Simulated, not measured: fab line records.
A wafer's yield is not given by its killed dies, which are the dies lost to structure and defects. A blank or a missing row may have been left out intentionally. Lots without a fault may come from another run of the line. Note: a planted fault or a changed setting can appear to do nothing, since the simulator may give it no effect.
Check of tool commonality || flow sky130 || Lots sampled 15, wafers sampled 45

## WHY THIS WAS OPENED
SKY_PWDE_TW_MEAS_10, reading PWDE_TW: flagged on 3 of 15 lots. Wafers without a fault read 373.2, standard deviation 2.
Rule: a lot gets a flag if all its wafers with a number sit over 4 standard deviations from that mean, or if no wafer of it has a number. The other lots count as sound.

{"lot": "L692", "measured": "day 4 05:52", "on": "film_metro-03", "PWDE_TW, wafer by wafer": "372.0 374.8 375.4", "flag": ""}
{"lot": "L693", "measured": "day 4 12:28", "on": "film_metro-02", "PWDE_TW, wafer by wafer": "370.1 369.0 368.5", "flag": ""}
{"lot": "L695", "measured": "day 4 22:13", "on": "film_metro-01", "PWDE_TW, wafer by wafer": "375.2 376.9 375.5", "flag": ""}
{"lot": "L696", "measured": "day 5 01:47", "on": "film_metro-01", "PWDE_TW, wafer by wafer": "1135.2 1138.2 1130.1", "flag": "FLAGGED"}
{"lot": "L697", "measured": "day 5 07:22", "on": "film_metro-03", "PWDE_TW, wafer by wafer": "1117.0 1113.5 1112.3", "flag": "FLAGGED"}
{"lot": "L698", "measured": "day 5 16:52", "on": "film_metro-03", "PWDE_TW, wafer by wafer": "1122.7 1119.5 1124.0", "flag": "FLAGGED"}
{"lot": "L700", "measured": "day 6 13:52", "on": "film_metro-02", "PWDE_TW, wafer by wafer": "371.6 372.1 371.8", "flag": ""}
{"lot": "L703", "measured": "day 6 20:58", "on": "film_metro-01", "PWDE_TW, wafer by wafer": "370.6 372.6 374.9", "flag": ""}
{"lot": "L706", "measured": "day 7 15:02", "on": "film_metro-03", "PWDE_TW, wafer by wafer": "373.3 375.3 373.5", "flag": ""}
{"lot": "L707", "measured": "day 7 18:14", "on": "film_metro-02", "PWDE_TW, wafer by wafer": "370.5 371.4 370.4", "flag": ""}
{"lot": "L710", "measured": "day 8 15:31", "on": "film_metro-03", "PWDE_TW, wafer by wafer": "372.9 372.2 371.2", "flag": ""}
{"lot": "L711", "measured": "day 8 18:51", "on": "film_metro-03", "PWDE_TW, wafer by wafer": "372.7 372.8 374.6", "flag": ""}
{"lot": "L712", "measured": "day 8 21:22", "on": "film_metro-03", "PWDE_TW, wafer by wafer": "371.1 374.1 371.9", "flag": ""}
{"lot": "L713", "measured": "day 9 03:44", "on": "film_metro-03", "PWDE_TW, wafer by wafer": "372.8 373.5 373.7", "flag": ""}
{"lot": "L714", "measured": "day 9 13:32", "on": "film_metro-02", "PWDE_TW, wafer by wafer": "372.3 371.2 369.4", "flag": ""}
Flagged lots average 1123.6: +750.4 relative to the usual, that is +99 or more standard deviations.

## WHICH TOOL RAN EACH LOT
The record holds 1 process step before the reading, out of a route of 708 steps. Each cell gives the tool, then ch followed by the chambers the sampled wafers passed through, then the start.
{"lot": "L692", "flag": "", "SKY_DNWELL_COAT_02": "litho_track-04 ch 0, day 3 03:37"}
{"lot": "L693", "flag": "", "SKY_DNWELL_COAT_02": "litho_track-02 ch 0, day 3 10:18"}
{"lot": "L695", "flag": "", "SKY_DNWELL_COAT_02": "litho_track-04 ch 0, day 3 20:12"}
{"lot": "L696", "flag": "FLAGGED", "SKY_DNWELL_COAT_02": "litho_track-01, day 3 23:32"}
{"lot": "L697", "flag": "FLAGGED", "SKY_DNWELL_COAT_02": "litho_track-04, day 4 04:55"}
{"lot": "L698", "flag": "FLAGGED", "SKY_DNWELL_COAT_02": "litho_track-04, day 4 14:01"}
{"lot": "L700", "flag": "", "SKY_DNWELL_COAT_02": "litho_track-01 ch 0, day 5 08:26"}
{"lot": "L703", "flag": "", "SKY_DNWELL_COAT_02": "litho_track-01 ch 0, day 5 15:59"}
{"lot": "L706", "flag": "", "SKY_DNWELL_COAT_02": "litho_track-04 ch 0, day 6 09:49"}
{"lot": "L707", "flag": "", "SKY_DNWELL_COAT_02": "litho_track-02 ch 0, day 6 12:05"}
{"lot": "L710", "flag": "", "SKY_DNWELL_COAT_02": "litho_track-02 ch 0, day 7 08:32"}
{"lot": "L711", "flag": "", "SKY_DNWELL_COAT_02": "litho_track-04 ch 0, day 7 11:01"}
{"lot": "L712", "flag": "", "SKY_DNWELL_COAT_02": "litho_track-01 ch 0, day 7 13:44"}
{"lot": "L713", "flag": "", "SKY_DNWELL_COAT_02": "litho_track-01 ch 0, day 7 19:34"}
{"lot": "L714", "flag": "", "SKY_DNWELL_COAT_02": "litho_track-02 ch 0, day 8 05:00"}
These steps, and what they do:
- SKY_DNWELL_COAT_02: resist thk 3000 nm.
- SKY_PWDE_TW_MEAS_10

## FLAGGED OVER TOTAL, TOOL BY TOOL (the gauges that took the reading come last)
{"step": "SKY_DNWELL_COAT_02", "tool": "litho_track-01", "lots run": 5, "flagged": 1, "share of the flagged lots": "some", "sound lots run after its first flagged lot": "4 (L700,L703,L712,L713)"}
{"step": "SKY_DNWELL_COAT_02", "tool": "litho_track-02", "lots run": 4, "flagged": 0, "share of the flagged lots": "none", "sound lots run after its first flagged lot": "-"}
{"step": "SKY_DNWELL_COAT_02", "tool": "litho_track-04", "lots run": 6, "flagged": 2, "share of the flagged lots": "some", "sound lots run after its first flagged lot": "2 (L706,L711)"}
{"step": "SKY_PWDE_TW_MEAS_10", "tool": "film_metro-01", "lots run": 3, "flagged": 1, "share of the flagged lots": "some", "sound lots run after its first flagged lot": "1 (L703)"}
{"step": "SKY_PWDE_TW_MEAS_10", "tool": "film_metro-02", "lots run": 4, "flagged": 0, "share of the flagged lots": "none", "sound lots run after its first flagged lot": "-"}
{"step": "SKY_PWDE_TW_MEAS_10", "tool": "film_metro-03", "lots run": 8, "flagged": 2, "share of the flagged lots": "some", "sound lots run after its first flagged lot": "5 (L706,L710,L711,L712,L713)"}

## WHAT THE TABLE ALLOWS
No row of the table ran every flagged lot.

## WHAT THE SIMULATOR HAD PUT IN
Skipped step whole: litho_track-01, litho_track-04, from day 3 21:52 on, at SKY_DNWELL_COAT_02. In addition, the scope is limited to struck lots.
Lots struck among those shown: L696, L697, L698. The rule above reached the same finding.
